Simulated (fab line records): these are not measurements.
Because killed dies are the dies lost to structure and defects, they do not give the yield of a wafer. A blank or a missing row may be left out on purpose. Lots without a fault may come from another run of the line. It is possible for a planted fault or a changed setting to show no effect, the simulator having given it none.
One fault seen from 2 desks | flow gf180mcu | only its own numbers are on each desk; what lay behind them is given at the end

== FROM THE METROLOGY DESK ==
What the gauges read for every lot (on any tool): the sampled wafers with a number, averaged. If a lot's mean is further than 4 standard deviations from the usual mean, the lot is out of limits and carries the mark OUT (the distance appears in the brackets).
Columns: A = cd nm at GF_M5_CD_MEAS_07, usual 280.3 nm; B = M5_OVL at GF_M5_OVL_MEAS_08, usual 1 nm
lot  | first seen here | A     | B
L977 | day 28 04:16    | 280.4 | 12
L982 | day 29 20:13    | 280.5 | -7
L983 | day 29 20:36    | 280.6 | 3
L985 | day 30 14:54    | 281.4 | -6
L993 | day 32 11:23    | 279.5 | 3
L995 | day 33 02:02    | 280.8 | -3
Finding of this desk: none of the 6 lots has anything out of limits.

== FOR THE TOOL OWNER'S DESK: litho track-03 ==
The tool's own readings at GF_M5_PEB_05 (peb time 90 s): means of the sampled wafers that have a number, for each lot that ran on this tool. If a lot's mean is further than 4 standard deviations from the usual mean, the lot is out of limits and carries the mark OUT (the distance appears in the brackets).
Columns: A = exhaust pa at GF_M5_PEB_05, usual 45.0 Pa; B = heater power total W at GF_M5_PEB_05, usual 85.71 W; C = resist line temp C at GF_M5_PEB_05, usual 23.00 C
lot  | first seen here | A    | B                | C
L982 | day 29 19:52    | 44.6 | 86.60 (+11) OUT  | 23.02
L983 | day 29 20:16    | 45.2 | 86.45 (+9.5) OUT | 23.03
L995 | day 33 01:43    | 44.2 | 85.73            | 22.96
Finding of this desk: L982, L983 out of limits; the first was L982 at day 29 19:52, on heater power total W at GF_M5_PEB_05. L995 stayed within limits.

== ALL TOGETHER ==
At day 29 19:52, on L982, L983, the tool owner's desk was in a position to raise an alarm.
Metrology desk: nothing out of limits seen.
The metrology desk has L982, L983 on record, within its limits.
All the named lots went through GF_M5_PEB_05 on litho track-03.

== WHAT THE SIMULATOR HAD PUT IN ==
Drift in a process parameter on litho track-03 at GF_M5_PEB_05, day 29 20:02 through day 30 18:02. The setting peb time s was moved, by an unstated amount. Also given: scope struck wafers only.
Struck lots among those shown: L982, L983.
